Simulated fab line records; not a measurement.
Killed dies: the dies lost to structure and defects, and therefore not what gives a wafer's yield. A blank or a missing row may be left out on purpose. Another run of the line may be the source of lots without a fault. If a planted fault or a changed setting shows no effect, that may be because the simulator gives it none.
Matching of chambers | flow gf180mcu | cmp-02 running GF_V2_CMP_26: 4 sister chambers
The step polishes, stops on SiO2, t overpolish 15 s, target thk 0 nm. 7 wafers are shown with their chamber, then 7 later ones without.

## WAFERS WITH THEIR CHAMBER
wafer  | chamber | motor-current-A (A) | time-to-endpoint-s (s)
L702.1 | 3       | 12.3                | 83
L704.3 | 1       | 11.4                | 86
L704.5 | 1       | 11.7                | 81
L717.4 | 2       | 13.1                | 91
L717.5 | 0       | 10.5                | 88
L720.2 | 0       | 10.5                | 86
L720.3 | 2       | 12.7                | 87

## WAFERS WHOSE CHAMBER IS MISSING
wafer  | motor-current-A (A) | time-to-endpoint-s (s)
L720.5 | 10.6                | 84
L721.1 | 11.2                | 85
L721.2 | 12.6                | 84
L721.3 | 10.8                | 88
L722.2 | 12.2                | 79
L722.5 | 12.8                | 78
L722.6 | 11.3                | 81

## CHAMBER TAKEN BY EACH
wafer  | from the rows above     | in truth
L720.5 | 0                       | 0
L721.1 | can't be placed: 1 or 0 | 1
L721.2 | can't be placed: 3 or 2 | 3
L721.3 | 0                       | 0
L722.2 | 3                       | 3
L722.5 | can't be placed: 3 or 2 | 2
L722.6 | 1                       | 1
Correct placement for 4 of the 7. These rows do not allow placing 3 (true chamber among the candidates in 3). Number placed wrongly: 0.
How it was worked out, from the rows above alone: a wafer's distance from a chamber is the root of the sum, over the readings, of the square of ((its reading less the chamber's mean) divided by the reading's scatter). If the next closest chamber is less than 2 further off than the closest, the wafer can't be placed; otherwise it belongs to the closest. A chamber's mean is the mean of its shown wafers. The scatter is the square root of a quotient: the sum, over the shown wafers, of each reading's squared deviation from its chamber's mean, divided by wafers minus chambers.
